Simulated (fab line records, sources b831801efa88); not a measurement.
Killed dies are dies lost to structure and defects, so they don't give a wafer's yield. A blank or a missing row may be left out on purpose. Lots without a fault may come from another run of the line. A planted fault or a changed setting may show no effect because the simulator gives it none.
fab line records | flow gf180mcu | part 2 of 2: steps 28 to 36 of 36
record lots=5 wafers=15 last_day=33
route steps=602 shown M1@326 V1@335
lots that met no fault: from a run of the same line without faults
start_h: hours from the record's first day to the start of the lot's first wafer shown | wait_h: hours since the lot's step before | " the same as in the row above | L1.1+2: a row that stands for several wafers | - no value, or no start given | * or withheld: withheld | < > ~ a bound
route shown NAME@n: a module of which the file shows steps, and the number in the route of the first | usual: mean/standard deviation of fault-free wafers | same: alike in all rows | chamber/n: place in a boat | sites: the reading at each site | _std_site: their standard deviation | _edge_site: outer sites' mean less inner sites' | radius_mm: how far each site lies from the wafer's centre | mask NAME#n: copy n | behind: the tool/chamber that last shaped the wafer | hold: why the lot was held/for how many hours/how that ended | device: the transistor (n, p or np) that didn't switch | end of line: the same wafers' tests at the end of the route | a step without rows: its recipe alone | killed: dies lost to structure and defects at the first sort, not the wafer's yield | map: a wafer's dies, x killed, . not, _ none there
set.NAME: the setting as run; set.NAME@STEP: as run at that earlier step | model.NAME: the simulator's own value behind a step, which no gauge read
lots at some steps of the route; a table a step, a row a wafer
services: from which hour (start_h, from the record's first day; less than 0 if before it) a tool's chamber was out of use, for how many hours, and why
## steps
# step GF_V1_STRIP_18
# recipe chemistry=O2/N2 power_w=1400 pressure_mtorr=1500 platen_temp_c=250 o2_flow_sccm=3000 n2_flow_sccm=300 overash_fraction=0.5
# usual drypump_motor_current_A=5.8/0.39 heater_power_w=333/32 oes_product_au=0.593/0.0053
# columns lot.wafer tool chamber start_h wait_h drypump_motor_current_A heater_power_w oes_product_au rf_hours_counter_h
L079.2 plasma_asher-01 0 465.50 - 5.2 323 0.578 30
L079.3 " 0 " " 5.2 321 0.592 -
L079.4 " 1 " " 5.3 321 0.587 -
L084.4 plasma_asher-01 1 510.03 - 5.3 325 0.594 -
L084.5 " 1 " " 5.3 324 0.585 -
L084.6 " 0 " " 5.2 317 0.594 -
L086.1 plasma_asher-02 0 530.70 - 6.2 379 0.601 76
L086.4 " 0 " " 6.2 382 0.593 -
L086.6 " 1 " " 5.9 336 0.592 -
L088.4 plasma_asher-02 1 541.83 - 6.0 335 0.595 -
L088.5 " 1 " " 6.0 338 0.600 -
L088.6 " 0 " " 6.2 372 0.588 -
L093.2 plasma_asher-01 1 583.18 - 5.3 312 0.594 42
L093.4 " 1 " " 5.2 327 0.598 -
L093.5 " 0 " " 5.2 327 0.606 -
# step GF_V1_STRIP_19
# recipe chemistry=post_etch_residue_remover time_s=1200 temp_c=72.5
# usual temp_c=72.52/0.14
# same time_s=1200
# columns lot.wafer tool chamber start_h wait_h temp_c
L079.2 wet_bench-04 0 465.60 0.1 72.48
L079.3 " 0 " " 72.53
L079.4 " 0 " " 72.56
L084.4 wet_bench-03 2 510.10 0.0 72.51
L084.5 " 2 " " 72.63
L084.6 " 2 " " 72.49
L086.1 wet_bench-04 3 530.80 0.1 72.43
L086.4 " 3 " " 72.74
L086.6 " 3 " " 72.63
L088.4 wet_bench-04 0 541.90 0.0 72.41
L088.5 " 0 " " 72.40
L088.6 " 0 " " 72.41
L093.2 wet_bench-02 1 583.28 0.1 72.95
L093.4 " 1 " " 72.62
L093.5 " 1 " " 72.60
# step GF_V1_CLEAN_20
# recipe chemistry=DIW dry=n2_spin
# columns lot.wafer tool chamber start_h wait_h
L079.2+3+4 wet_bench-03 0 466.01 0.0
L084.4+5+6 wet_bench-02 0 510.47 0.0
L086.1+4+6 wet_bench-03 0 531.14 0.0
L088.4+5+6 wet_bench-03 1 542.27 0.0
L093.2+4+5 wet_bench-03 2 583.62 0.0
# step GF_V1_SPUTTER_21
# recipe material=Ti target_thk_nm=15 chamber_pressure_pa=5 power_w=2500 substrate_temp_c=200 time_s=80.02
# usual throttle_valve_pct=30.4/0.98
# same time_s=80.02
# columns lot.wafer tool chamber start_h wait_h throttle_valve_pct
L079.2 pvd_sputter-02 - 466.10 0.0 33.0
L079.3 " - " " 30.6
L079.4 " - " " 30.2
L084.4 pvd_sputter-04 - 510.56 0.0 30.1
L084.5 " - " " 30.7
L084.6 " - " " 30.5
L086.1 pvd_sputter-03 - 531.23 0.0 28.8
L086.4 " - " " 30.3
L086.6 " - " " 30.1
L088.4 pvd_sputter-02 - 542.37 0.0 31.0
L088.5 " - " " 33.1
L088.6 " - " " 31.1
L093.2 pvd_sputter-04 - 583.72 0.0 30.3
L093.4 " - " " 30.2
L093.5 " - " " 30.8
# step GF_V1_SPUTTER_22
# recipe material=TiN target_thk_nm=10 chamber_pressure_pa=5 power_w=4000 time_s=40
# usual throttle_valve_pct=30.4/0.98
# same time_s=40
# columns lot.wafer tool chamber start_h wait_h throttle_valve_pct
L079.2 pvd_sputter-02 - 466.16 0.0 33.1
L079.3 " - " " 30.3
L079.4 " - " " 30.2
L084.4 pvd_sputter-04 - 510.62 0.0 30.2
L084.5 " - " " 30.8
L084.6 " - " " 30.3
L086.1 pvd_sputter-03 - 531.29 0.0 28.7
L086.4 " - " " 30.2
L086.6 " - " " 30.2
L088.4 pvd_sputter-02 - 542.43 0.0 31.1
L088.5 " - " " 33.2
L088.6 " - " " 30.9
L093.2 pvd_sputter-04 - 583.78 0.0 30.7
L093.4 " - " " 30.2
L093.5 " - " " 30.9
# step GF_V1_CVD_23
# recipe material=W target_thk_nm=350 time_s=105.05 temp_c=400 pressure_torr=40
# usual heater_power_outer_w=562/69 heater_power_w=873/94
# same time_s=105.05
# columns lot.wafer tool chamber start_h wait_h heater_power_outer_w heater_power_w
L079.2 cvd_w-01 0 466.20 0.0 566 910
L079.3 " 0 " " 556 918
L079.4 " 1 " " 474 728
L084.4 cvd_w-02 1 510.70 0.1 640 968
L084.5 " 1 " " 639 975
L084.6 " 0 " " 587 869
L086.1 cvd_w-02 0 531.33 0.0 579 881
L086.4 " 0 " " 581 857
L086.6 " 0 " " 588 866
L088.4 cvd_w-01 0 542.50 0.1 572 941
L088.5 " 0 " " 573 932
L088.6 " 1 " " 458 749
L093.2 cvd_w-02 0 583.82 0.0 590 850
L093.4 " 0 " " 588 861
L093.5 " 1 " " 664 958
# step GF_V1_RS_MEAS_24
# recipe thk_meas_gauge=four-point-probe reads=W_of_V1_CVD_23+TiN_of_V1_SPUTTER_22+Ti_of_V1_SPUTTER_21
# usual V1_W_RS=0.326/0.0045
# columns lot.wafer tool chamber start_h wait_h V1_W_RS[ohm/sq]
L079.2 film_metro-01 - 466.33 0.1 0.330
L079.3 " - " " 0.331
L079.4 " - " " 0.323
L084.4 film_metro-03 - 510.84 0.1 0.325
L084.5 " - " " 0.325
L084.6 " - " " 0.319
L086.1 film_metro-03 - 531.44 0.1 0.319
L086.4 " - " " 0.322
L086.6 " - " " 0.324
L088.4 film_metro-03 - 542.64 0.1 0.333
L088.5 " - " " 0.333
L088.6 " - " " 0.325
L093.2 film_metro-02 - 583.96 0.1 0.324
L093.4 " - " " 0.326
L093.5 " - " " 0.327
# step GF_V1_THK_MEAS_25
# recipe thk_meas_gauge=xrf reads=W_of_V1_CVD_23
# usual V1_W_THK=338/6.2
# columns lot.wafer tool chamber start_h wait_h V1_W_THK[nm]
L079.2 film_metro-01 - 466.44 0.1 332
L079.3 " - " " 332
L079.4 " - " " 338
L084.4 film_metro-03 - 510.93 0.1 343
L084.5 " - " " 344
L084.6 " - " " 350
L086.1 film_metro-03 - 531.56 0.1 351
L086.4 " - " " 350
L086.6 " - " " 346
L088.4 film_metro-03 - 542.73 0.1 337
L088.5 " - " " 336
L088.6 " - " " 346
L093.2 film_metro-02 - 584.07 0.1 339
L093.4 " - " " 336
L093.5 " - " " 340
# step GF_V1_CMP_26
# recipe stop_on=SiO2 down_force_psi=3.5 platen_rpm=60 t_overpolish_s=15 target_thk_nm=0 pad_velocity_m_s=0.94248
# usual motor_current_A=11.2/1.1 overpolish_run_s=14.999/0.0091 time_to_endpoint_s=84/4.3
# columns lot.wafer tool chamber start_h wait_h motor_current_A overpolish_run_s time_to_endpoint_s
L079.4 cmp-02 2 466.54 0.1 10.9 14.996 77
L079.3 " 3 " " 11.5 14.990 79
L079.2 " 0 " " 12.7 14.993 82
L084.4 cmp-01 2 511.01 0.1 9.6 14.986 83
L084.6 " 1 " " 12.9 15.002 91
L084.5 " 2 " " 9.7 14.989 80
L086.4 cmp-02 3 531.72 0.1 11.6 15.005 79
L086.1 " 0 " " 12.8 15.021 87
L086.6 " 2 " " 10.5 15.002 75
L088.4 cmp-02 0 542.76 0.0 11.7 14.986 83
L088.6 " 0 " " 12.0 14.987 86
L088.5 " 1 " " 12.1 15.007 84
L093.2 cmp-01 2 584.12 0.0 9.5 15.001 85
L093.4 " 3 " " 10.2 15.006 90
L093.5 " 3 " " 10.0 14.987 90
## services
# columns tool chamber start_h hours kind
krf_scanner-01 - 419.47 0.6 repair
rie_diel-04 0 425.46 6.8 repair
rie_diel-04 3 437.19 9.9 repair
krf_scanner-02 - 437.52 1.0 pm
krf_scanner-01 - 444.69 1.5 repair
plasma_asher-01 - 447.01 16.1 repair
krf_scanner-02 - 451.49 0.8 pm
krf_scanner-01 - 476.39 1.3 pm
rie_diel-03 1 478.43 7.7 repair
cmp-01 - 490.02 2.7 repair
krf_scanner-01 - 507.61 0.3 repair
pvd_sputter-02 - 508.40 1.1 repair
krf_scanner-01 - 510.10 3.6 pm
wet_bench-04 - 526.89 1.0 repair
krf_scanner-01 - 532.22 0.8 pm
plasma_asher-01 - 536.57 8.6 repair
cmp-02 - 558.62 5.4 pm
krf_scanner-02 - 566.72 1.3 pm
wet_bench-04 - 571.21 4.4 pm
cmp-01 - 572.27 4.0 pm
krf_scanner-02 - 576.64 0.1 repair
rie_diel-04 1 577.10 4.0 repair
krf_scanner-02 - 579.28 0.8 pm
cmp-01 - 580.27 1.1 repair
